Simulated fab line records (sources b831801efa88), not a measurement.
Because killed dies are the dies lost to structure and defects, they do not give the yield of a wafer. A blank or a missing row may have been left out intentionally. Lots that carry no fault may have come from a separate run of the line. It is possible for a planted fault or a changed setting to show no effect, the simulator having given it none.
fab line records	flow sky130
record: lots: 15	wafers: 45	last_day: 50
route steps=708 shown METAL4@601 CAP2M@603
lots that met no fault: taken from a fault-free run of the same line
start_h: the number of hours between the record's first day and the start of the first shown wafer of the lot	wait_h: how many hours have passed since the lot's step before this one	" identical to the entry in the row above	L1.1+2: one row covering several wafers at once	- no value present, or no start provided	* or withheld: withheld	< > ~ a bound
route shown NAME@n: a module of which the file shows steps, and the number in the route of the first	usual: mean/standard deviation taken from wafers without a fault	same: alike in all rows	chamber/n: place in a boat	sites: readings site by site	_std_site: the standard deviation of these	_edge_site: mean of outer sites minus mean of inner sites	radius_mm: for every site, how far away it sits from the centre of the wafer	mask NAME#n: copy n	behind: the last tool/chamber to shape the wafer	hold: cause of the lot's hold/its duration in hours/its outcome	device: the n, p or np transistor that did not switch	end of line: the same wafers' tests at the end of the route	a step without rows: its recipe alone	killed: not the wafer's yield, but the dies lost to structure and defects at the first sort	map: per-die view of a wafer (x killed, . not killed, _ where there is no die)
set.NAME: the setting that was run; set.NAME@STEP: the one run at that earlier step	model.NAME: the simulator's own value behind a step, which no gauge read
one table for each step of the route and one row for each wafer, over a sample of lots
services: when a tool's chamber went out of use (start_h, in hours from the record's first day, below 0 if earlier), for how many hours, and the reason
== steps ==
step: SKY_METAL4_SPUTTER_03
recipe: material: Ti	target_thk_nm: 5	power_w: 3000	time_s: 3.3	chamber_pressure_pa: 0.4
usual: throttle_valve_pct: 30.4/1.3
lot.wafer	tool	chamber	start_h	wait_h	throttle_valve_pct
L342.4	pvd_sputter-04	-	942.76	0.0	28.3
L342.5	"	-	"	"	28.1
L342.6	"	-	"	"	31.7
L344.3	pvd_sputter-03	-	947.76	0.0	32.4
L344.5	"	-	"	"	32.4
L344.6	"	-	"	"	29.7
L345.3	pvd_sputter-02	-	963.30	0.0	31.0
L345.4	"	-	"	"	29.8
L345.5	"	-	"	"	30.0
L346.3	pvd_sputter-04	-	965.71	0.0	31.9
L346.4	"	-	"	"	28.1
L346.5	"	-	"	"	30.4
L347.1	pvd_sputter-02	-	970.14	0.0	29.7
L347.3	"	-	"	"	30.0
L347.5	"	-	"	"	29.9
L349.3	pvd_sputter-04	-	989.63	0.0	30.2
L349.4	"	-	"	"	32.5
L349.6	"	-	"	"	30.2
L352.1	pvd_sputter-03	-	1006.79	0.0	29.9
L352.5	"	-	"	"	29.7
L352.6	"	-	"	"	31.2
L355.1	pvd_sputter-02	-	1028.83	0.0	30.0
L355.3	"	-	"	"	30.1
L355.4	"	-	"	"	31.1
L356.1	pvd_sputter-04	-	1048.46	0.0	30.5
L356.4	"	-	"	"	32.4
L356.5	"	-	"	"	32.6
L357.2	pvd_sputter-04	-	1049.94	0.0	31.8
L357.3	"	-	"	"	28.3
L357.5	"	-	"	"	30.5
L359.1	pvd_sputter-02	-	1056.67	0.0	29.7
L359.3	"	-	"	"	30.9
L359.5	"	-	"	"	30.0
L361.3	pvd_sputter-04	-	1071.59	0.0	32.3
L361.5	"	-	"	"	30.5
L361.6	"	-	"	"	32.3
L363.3	pvd_sputter-03	-	1076.68	0.0	28.6
L363.4	"	-	"	"	29.7
L363.5	"	-	"	"	32.4
L362.2	pvd_sputter-03	-	1077.14	0.0	28.4
L362.4	"	-	"	"	32.2
L362.6	"	-	"	"	32.4
L364.1	pvd_sputter-02	-	1080.58	0.0	29.9
L364.4	"	-	"	"	30.8
L364.5	"	-	"	"	31.0
step: SKY_CAP2M_CVD_00
recipe: material: SiO2	target_thk_nm: 15.5	temp_c: 400	time_s: withheld	rf_w: 450
usual: heater_power_w: 675/96
lot.wafer	tool	chamber	start_h	wait_h	heater_power_w
L342.4	pecvd-03	1	942.84	0.0	850
L342.5	"	0	"	"	836
L342.6	"	2	"	"	623
L344.3	pecvd-03	1	947.83	0.0	790
L344.5	"	0	"	"	860
L344.6	"	1	"	"	795
L345.3	pecvd-01	1	963.37	0.0	641
L345.4	"	1	"	"	656
L345.5	"	2	"	"	524
L346.3	pecvd-04	2	965.78	0.0	689
L346.4	"	2	"	"	673
L346.5	"	1	"	"	539
L347.1	pecvd-01	1	970.21	0.0	740
L347.3	"	2	"	"	651
L347.5	"	0	"	"	680
L349.3	pecvd-04	0	989.70	0.0	562
L349.4	"	0	"	"	562
L349.6	"	1	"	"	641
L352.1	pecvd-03	1	1006.86	0.0	861
L352.5	"	2	"	"	665
L352.6	"	1	"	"	864
L355.1	pecvd-04	0	1028.90	0.0	499
L355.3	"	2	"	"	673
L355.4	"	1	"	"	582
L356.1	pecvd-04	2	1048.53	0.0	712
L356.4	"	1	"	"	646
L356.5	"	2	"	"	706
L357.2	pecvd-01	1	1050.01	0.0	741
L357.3	"	2	"	"	535
L357.5	"	2	"	"	550
L359.1	pecvd-04	0	1056.74	0.0	596
L359.3	"	1	"	"	549
L359.5	"	2	"	"	608
L361.3	pecvd-04	2	1071.66	0.0	707
L361.5	"	1	"	"	629
L361.6	"	0	"	"	619
L363.3	pecvd-03	2	1076.74	0.0	583
L363.4	"	2	"	"	593
L363.5	"	1	"	"	814
L362.2	pecvd-04	0	1077.20	0.0	519
L362.4	"	1	"	"	673
L362.6	"	2	"	"	622
L364.1	pecvd-01	0	1080.65	0.0	767
L364.4	"	0	"	"	763
L364.5	"	1	"	"	638
step: SKY_METAL4_DEVELOP_12
recipe: develop_time_s: 60	resist: KrF-thick	dev_temp_c: 21
usual: chill_plate_temp_C: 23.01/0.12	develop_time_s: 60/0	exhaust_pa: 45.1/0.82
lot.wafer	tool	chamber	start_h	wait_h	chill_plate_temp_C	develop_time_s	exhaust_pa
L342.4	litho_track-04	0	991	-	22.94	60	43.9
L342.5	"	0	"	"	22.97	60	44.5
L342.6	"	0	"	"	22.92	60	45.2
L344.3	litho_track-01	0	996	-	23.11	60	44.2
L344.5	"	0	"	"	23.04	60	45.2
L344.6	"	0	"	"	22.99	60	45.7
L345.3	litho_track-02	0	1011	-	22.95	60	44.7
L345.4	"	0	"	"	23.11	60	43.8
L345.5	"	0	"	"	22.98	60	44.3
L346.3	litho_track-04	0	1013	-	23.28	60	45.5
L346.4	"	0	"	"	23.12	60	45.5
L346.5	"	0	"	"	23.27	60	45.1
L347.1	litho_track-02	0	1018	-	23.01	60	45.1
L347.3	"	0	"	"	22.98	60	44.5
L347.5	"	0	"	"	23.17	60	46.3
L349.3	litho_track-02	0	1035	-	23.05	60	45.6
L349.4	"	0	"	"	23.06	60	46.4
L349.6	"	0	"	"	22.85	60	46.2
L352.1	litho_track-02	0	1052	-	23.03	60	44.3
L352.5	"	0	"	"	22.95	60	45.5
L352.6	"	0	"	"	22.88	60	45.2
L355.1	litho_track-02	0	1073	-	23.04	60	45.6
L355.3	"	0	"	"	23.01	60	43.7
L355.4	"	0	"	"	22.81	60	45.3
L356.1	litho_track-02	-	1091	-	-	-	-
L356.4	"	-	"	"	-	-	-
L356.5	"	-	"	"	-	-	-
L357.2	litho_track-04	-	1092	-	-	-	-
L357.3	"	-	"	"	-	-	-
L357.5	"	-	"	"	-	-	-
L359.1	litho_track-01	-	1098	-	-	-	-
L359.3	"	-	"	"	-	-	-
L359.5	"	-	"	"	-	-	-
L361.3	litho_track-02	0	1113	-	23.11	60	43.8
L361.5	"	0	"	"	22.91	60	45.7
L361.6	"	0	"	"	23.06	60	44.9
L363.3	litho_track-01	0	1117	-	23.16	60	46.6
L363.4	"	0	"	"	23.06	60	44.4
L363.5	"	0	"	"	23.02	60	44.9
L362.2	litho_track-02	0	1118	-	22.87	60	45.4
L362.4	"	0	"	"	23.04	60	45.5
L362.6	"	0	"	"	23.10	60	44.8
L364.1	litho_track-01	0	1120	-	23.14	60	46.1
L364.4	"	0	"	"	22.97	60	45.7
L364.5	"	0	"	"	23.01	60	44.7
step: SKY_METAL4_CD_MEAS_13
recipe: target_cd_nm: 300
usual: cd_nm: 300.0/1.2
lot.wafer	tool	chamber	start_h	wait_h	cd_nm
L342.4	cd_sem-02	-	991.45	-	300.4
L342.5	"	-	"	"	299.3
L342.6	"	-	"	"	298.7
L344.3	cd_sem-02	-	996.85	-	300.5
L344.5	"	-	"	"	302.6
L344.6	"	-	"	"	300.5
L345.3	cd_sem-01	-	1011.53	-	301.2
L345.4	"	-	"	"	299.7
L345.5	"	-	"	"	300.3
L346.3	cd_sem-02	-	1013.23	-	299.7
L346.4	"	-	"	"	297.8
L346.5	"	-	"	"	299.1
L347.1	cd_sem-02	-	1018.19	-	301.3
L347.3	"	-	"	"	300.8
L347.5	"	-	"	"	300.3
L349.3	cd_sem-02	-	1035.28	-	300.1
L349.4	"	-	"	"	298.0
L349.6	"	-	"	"	300.7
L352.1	cd_sem-02	-	1052.74	-	299.1
L352.5	"	-	"	"	298.7
L352.6	"	-	"	"	298.7
L355.1	cd_sem-01	-	1073.84	-	300.7
L355.3	"	-	"	"	299.5
L355.4	"	-	"	"	300.8
L356.1	cd_sem-02	-	1091.34	-	-
L356.4	"	-	"	"	-
L356.5	"	-	"	"	-
L357.2	cd_sem-01	-	1092.96	-	-
L357.3	"	-	"	"	-
L357.5	"	-	"	"	-
L359.1	cd_sem-01	-	1098.81	-	-
L359.3	"	-	"	"	-
L359.5	"	-	"	"	-
L361.3	cd_sem-02	-	1113.58	-	298.6
L361.5	"	-	"	"	299.9
L361.6	"	-	"	"	299.3
L363.3	cd_sem-01	-	1117.70	-	297.3
L363.4	"	-	"	"	299.0
L363.5	"	-	"	"	298.5
L362.2	cd_sem-01	-	1118.51	-	299.7
L362.4	"	-	"	"	299.6
L362.6	"	-	"	"	300.1
L364.1	cd_sem-01	-	1120.26	-	300.7
L364.4	"	-	"	"	300.9
L364.5	"	-	"	"	300.6
== services ==
tool	chamber	start_h	hours	kind
pecvd-04	1	937.16	16.5	scheduled_down
pecvd-03	-	952.77	1.1	repair
pecvd-01	-	987.68	0.3	repair
pecvd-03	2	1001.90	2.1	scheduled_down
pecvd-03	-	1014.98	0.8	repair
pecvd-04	-	1022.95	1.9	repair
pecvd-04	-	1027.12	1.0	repair
pecvd-03	-	1048.56	0.9	repair
pecvd-03	1	1061.51	2.1	scheduled_down
pecvd-01	2	1077.22	11.1	repair
pecvd-04	-	1083.19	2.8	pm
pecvd-03	-	1093.45	0.9	repair
pvd_sputter-04	-	1105.32	18.1	repair
pecvd-01	-	1109.86	6.0	pm
pvd_sputter-04	-	1120.03	2.3	repair
== key ==
first_sign: step: SKY_METAL4_DEVELOP_12	reading: tool_record	direction: missing
effect none on later readings
met_at SKY_METAL4_DEVELOP_12
struck_lots L356,L357,L359
later_rows_left_out L356.1,L356.4,L356.5,L357.2,L357.3,L357.5,L359.1,L359.3,L359.5
sort_left_out L356.1,L356.4,L356.5,L357.2,L357.3,L357.5,L359.1,L359.3,L359.5
not_acting_at SKY_METAL4_SPUTTER_03,SKY_CAP2M_CVD_00,SKY_METAL4_CD_MEAS_13
onset_between 1073 1091
fault: kind: skipped_step_whole	tool: litho_track-01,litho_track-02,litho_track-04	chamber: -	onset_h: 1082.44	steps: SKY_METAL4_DEVELOP_12	scope: struck_lots_only
sort_left_out: the simulated sort isn't trusted on such a fault, so these wafers' sort isn't shown, and their yield isn't known
later_rows_left_out: the simulator's readings of these wafers behind a module that went badly wrong aren't trusted and aren't shown, but for the sort
